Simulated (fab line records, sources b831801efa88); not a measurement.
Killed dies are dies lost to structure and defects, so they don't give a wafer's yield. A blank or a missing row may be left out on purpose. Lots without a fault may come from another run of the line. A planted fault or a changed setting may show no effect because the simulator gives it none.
Chamber matching | flow sky130 | SKY_FIELD_ISO_ETCH_17 on rie_si-01: 4 sister chambers
The step etches Si in HBr/Cl2/O2, target depth 342 nm, time 97.7 s. 8 wafers are shown with their chamber, then 7 later ones without.

WAFERS WITH THEIR CHAMBER
wafer  | chamber | run_length_s (s) | oes_product_au (a.u.)
L745.4 | 2       | 125.9            | 1.001
L746.3 | 1       | 126.0            | 0.991
L746.6 | 0       | 126.3            | 0.995
L750.3 | 0       | 127.0            | 1.000
L750.4 | 1       | 125.9            | 0.981
L750.6 | 3       | 126.1            | 0.983
L752.2 | 2       | 125.3            | 1.001
L752.4 | 3       | 126.2            | 0.973

WAFERS WITHOUT THEIR CHAMBER
wafer  | run_length_s (s) | oes_product_au (a.u.)
L752.5 | 126.1            | 0.991
L762.1 | 126.6            | 1.001
L762.2 | 126.4            | 0.988
L762.5 | 127.0            | 0.997
L763.1 | 126.3            | 0.998
L763.3 | 125.3            | 1.003
L763.6 | 126.6            | 0.999

WHICH CHAMBER EACH WENT THROUGH
wafer  | from the rows above               | in truth
L752.5 | can't be placed: 1 or 0 or 2 or 3 | 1
L762.1 | 0                                 | 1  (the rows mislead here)
L762.2 | can't be placed: 1 or 0 or 3      | 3
L762.5 | 0                                 | 0
L763.1 | can't be placed: 0 or 2 or 1      | 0
L763.3 | 2                                 | 2
L763.6 | 0                                 | 0
Placed correctly: 3 of 7. Can't be placed from these rows: 3 (the true chamber is among the candidates in 3). Placed wrongly: 1.
How it was worked out, from the rows above alone: a wafer's distance from a chamber is the root of the sum, over the readings, of the square of ((its reading less the chamber's mean) divided by the reading's scatter). The wafer belongs to the nearest chamber; if the next one is less than 2 further off, it can't be placed. A chamber's mean is the mean of its shown wafers. The scatter: the root of (the sum of the squares of (reading less its chamber's mean) over the shown wafers, divided by (wafers less chambers)).
